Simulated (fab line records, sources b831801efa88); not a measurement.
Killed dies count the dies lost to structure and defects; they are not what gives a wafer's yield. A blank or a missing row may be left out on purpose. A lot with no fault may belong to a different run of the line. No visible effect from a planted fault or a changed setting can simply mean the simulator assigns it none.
Which tool is to blame? || flow gf180mcu || 12 lots with 36 wafers sampled at 3 steps, on a route of 602 steps

== WHAT THE GAUGES SHOWED, per wafer ==
GF_V4_THK_MEAS_01.
{"lot": "L137", "measured": "day 23 09:20", "on": "film_metro-02", "V4_CVD_00_THK (nm)": "597 598 599"}
{"lot": "L140", "measured": "day 24 17:50", "on": "film_metro-01", "V4_CVD_00_THK (nm)": "601 598 598"}
{"lot": "L139", "measured": "day 24 21:00", "on": "film_metro-02", "V4_CVD_00_THK (nm)": "620 610 604"}
{"lot": "L143", "measured": "day 25 16:05", "on": "film_metro-01", "V4_CVD_00_THK (nm)": "600 589 587"}
{"lot": "L144", "measured": "day 26 04:24", "on": "film_metro-03", "V4_CVD_00_THK (nm)": "609 611 608"}
{"lot": "L147", "measured": "day 26 23:49", "on": "film_metro-03", "V4_CVD_00_THK (nm)": "594 591 597"}
{"lot": "L148", "measured": "day 27 08:14", "on": "film_metro-03", "V4_CVD_00_THK (nm)": "601 594 597"}
{"lot": "L149", "measured": "day 27 10:50", "on": "film_metro-02", "V4_CVD_00_THK (nm)": "585 589 611"}
{"lot": "L150", "measured": "day 27 17:33", "on": "film_metro-02", "V4_CVD_00_THK (nm)": "597 613 598"}
{"lot": "L157", "measured": "day 29 20:16", "on": "film_metro-02", "V4_CVD_00_THK (nm)": "598 594 596"}
{"lot": "L159", "measured": "day 30 07:26", "on": "film_metro-03", "V4_CVD_00_THK (nm)": "603 611 602"}
{"lot": "L160", "measured": "day 30 11:37", "on": "film_metro-03", "V4_CVD_00_THK (nm)": "600 599 599"}

GF_V5_THK_MEAS_03.
{"lot": "L137", "measured": "day 26 05:54", "on": "film_metro-02", "V5_CVD_02_THK (nm)": "1442 1462 1471"}
{"lot": "L140", "measured": "day 27 13:28", "on": "film_metro-04", "V5_CVD_02_THK (nm)": "1481 1458 1453"}
{"lot": "L139", "measured": "day 27 16:22", "on": "film_metro-03", "V5_CVD_02_THK (nm)": "1448 1490 1457"}
{"lot": "L143", "measured": "day 28 09:03", "on": "film_metro-03", "V5_CVD_02_THK (nm)": "1454 1448 1470"}
{"lot": "L144", "measured": "day 28 21:31", "on": "film_metro-03", "V5_CVD_02_THK (nm)": "1453 1435 1441"}
{"lot": "L147", "measured": "day 29 14:27", "on": "film_metro-04", "V5_CVD_02_THK (nm)": "1438 1440 1464"}
{"lot": "L148", "measured": "day 29 22:29", "on": "film_metro-03", "V5_CVD_02_THK (nm)": "1414 1446 1430"}
{"lot": "L149", "measured": "day 30 01:13", "on": "film_metro-04", "V5_CVD_02_THK (nm)": "1439 1464 1483"}
{"lot": "L150", "measured": "day 30 06:58", "on": "film_metro-04", "V5_CVD_02_THK (nm)": "1467 1449 1476"}
{"lot": "L157", "measured": "day 32 05:37", "on": "film_metro-03", "V5_CVD_02_THK (nm)": "1448 1470 1474"}
{"lot": "L159", "measured": "day 32 16:16", "on": "film_metro-04", "V5_CVD_02_THK (nm)": "1475 1471 1490"}
{"lot": "L160", "measured": "day 32 18:19", "on": "film_metro-03", "V5_CVD_02_THK (nm)": "1427 1417 1414"}

== EACH LOT AND THE TOOL THAT RAN IT (in order: tool; ch and the chambers of the sampled wafers; start) ==
{"lot": "L137", "GF_M5_METAL_ETCH_10": "rie_metal-02 ch 0,1, day 26 04:59"}
{"lot": "L140", "GF_M5_METAL_ETCH_10": "rie_metal-03 ch 0,1, day 27 12:37"}
{"lot": "L139", "GF_M5_METAL_ETCH_10": "rie_metal-04 ch 1, day 27 15:26"}
{"lot": "L143", "GF_M5_METAL_ETCH_10": "rie_metal-02 ch 0,1, day 28 08:08"}
{"lot": "L144", "GF_M5_METAL_ETCH_10": "rie_metal-03 ch 0,1, day 28 20:32"}
{"lot": "L147", "GF_M5_METAL_ETCH_10": "rie_metal-03 ch 0,1, day 29 13:28"}
{"lot": "L148", "GF_M5_METAL_ETCH_10": "rie_metal-03 ch 0,1, day 29 21:37"}
{"lot": "L149", "GF_M5_METAL_ETCH_10": "rie_metal-02 ch 0,1, day 30 00:20"}
{"lot": "L150", "GF_M5_METAL_ETCH_10": "rie_metal-04 ch 0,1, day 30 06:05"}
{"lot": "L157", "GF_M5_METAL_ETCH_10": "rie_metal-03 ch 0,1, day 32 04:44"}
{"lot": "L159", "GF_M5_METAL_ETCH_10": "rie_metal-04 ch 0,1, day 32 15:23"}
{"lot": "L160", "GF_M5_METAL_ETCH_10": "rie_metal-04 ch 1, day 32 17:26"}
- GF_M5_METAL_ETCH_10: etches the open film in Cl2/BCl3, stops on SiO2, target depth 750.8 nm, time 125.1 s.

== AS READ BY THE TOOLS THEMSELVES (means over the sampled wafers that have a number; for cases with no such wafer, the mark the record gives instead) ==
GF_M5_METAL_ETCH_10.
{"lot": "L137", "tool": "rie_metal-02", "drypump_motor_current_A (A)": 5.1, "mfc_cl2_sccm (sccm)": 79.77, "oes_product_au (a.u.)": 0.988, "throttle_valve_pct (%)": 28.240}
{"lot": "L140", "tool": "rie_metal-03", "drypump_motor_current_A (A)": 5.5, "mfc_cl2_sccm (sccm)": 79.90, "oes_product_au (a.u.)": 0.992, "throttle_valve_pct (%)": 28.228}
{"lot": "L139", "tool": "rie_metal-04", "drypump_motor_current_A (A)": 5.6, "mfc_cl2_sccm (sccm)": 80.09, "oes_product_au (a.u.)": 0.989, "throttle_valve_pct (%)": 28.233}
{"lot": "L143", "tool": "rie_metal-02", "drypump_motor_current_A (A)": 5.3, "mfc_cl2_sccm (sccm)": 80.27, "oes_product_au (a.u.)": 0.983, "throttle_valve_pct (%)": 28.242}
{"lot": "L144", "tool": "rie_metal-03", "drypump_motor_current_A (A)": 5.8, "mfc_cl2_sccm (sccm)": 79.86, "oes_product_au (a.u.)": 0.992, "throttle_valve_pct (%)": 28.227}
{"lot": "L147", "tool": "rie_metal-03", "drypump_motor_current_A (A)": 5.7, "mfc_cl2_sccm (sccm)": 80.26, "oes_product_au (a.u.)": 0.998, "throttle_valve_pct (%)": 28.237}
{"lot": "L148", "tool": "rie_metal-03", "drypump_motor_current_A (A)": 5.8, "mfc_cl2_sccm (sccm)": 79.83, "oes_product_au (a.u.)": 0.995, "throttle_valve_pct (%)": 28.233}
{"lot": "L149", "tool": "rie_metal-02", "drypump_motor_current_A (A)": 5.3, "mfc_cl2_sccm (sccm)": 79.63, "oes_product_au (a.u.)": 0.989, "throttle_valve_pct (%)": 28.237}
{"lot": "L150", "tool": "rie_metal-04", "drypump_motor_current_A (A)": 5.3, "mfc_cl2_sccm (sccm)": 80.41, "oes_product_au (a.u.)": 0.990, "throttle_valve_pct (%)": 28.222}
{"lot": "L157", "tool": "rie_metal-03", "drypump_motor_current_A (A)": 5.5, "mfc_cl2_sccm (sccm)": 79.94, "oes_product_au (a.u.)": 0.989, "throttle_valve_pct (%)": 28.228}
{"lot": "L159", "tool": "rie_metal-04", "drypump_motor_current_A (A)": 5.5, "mfc_cl2_sccm (sccm)": 80.27, "oes_product_au (a.u.)": 0.987, "throttle_valve_pct (%)": 28.221}
{"lot": "L160", "tool": "rie_metal-04", "drypump_motor_current_A (A)": 5.6, "mfc_cl2_sccm (sccm)": 80.07, "oes_product_au (a.u.)": 0.987, "throttle_valve_pct (%)": 28.229}

== THE ANSWER, worked out from the rows above alone ==
Rule: what is usual is taken from the lots themselves. Put in order of their means at a reading, lots are off if they are a third of the lots or fewer, leave a main group of 4 or more, and stand apart from it by a gap of 3 or more times the standard deviation of the main group's means; of several such gaps the widest counts. A main group is skipped when, at the precision printed for the reading in the tables above, its means are all equal. A lot without any number at a reading at which 4 lots or more have one is off too. The other lots that the step has rows for count as sound. First the gauges in route order, then the tools' own readings, where a lot's mean is used as printed above. The first step at which some lot is off is used, and at that step the reading that is off furthest; a lot without a number counts as furthest.
Across all readings shown, no lot is off: no conclusion can be drawn from this.

== WHAT THE SIMULATOR HAD INSERTED ==
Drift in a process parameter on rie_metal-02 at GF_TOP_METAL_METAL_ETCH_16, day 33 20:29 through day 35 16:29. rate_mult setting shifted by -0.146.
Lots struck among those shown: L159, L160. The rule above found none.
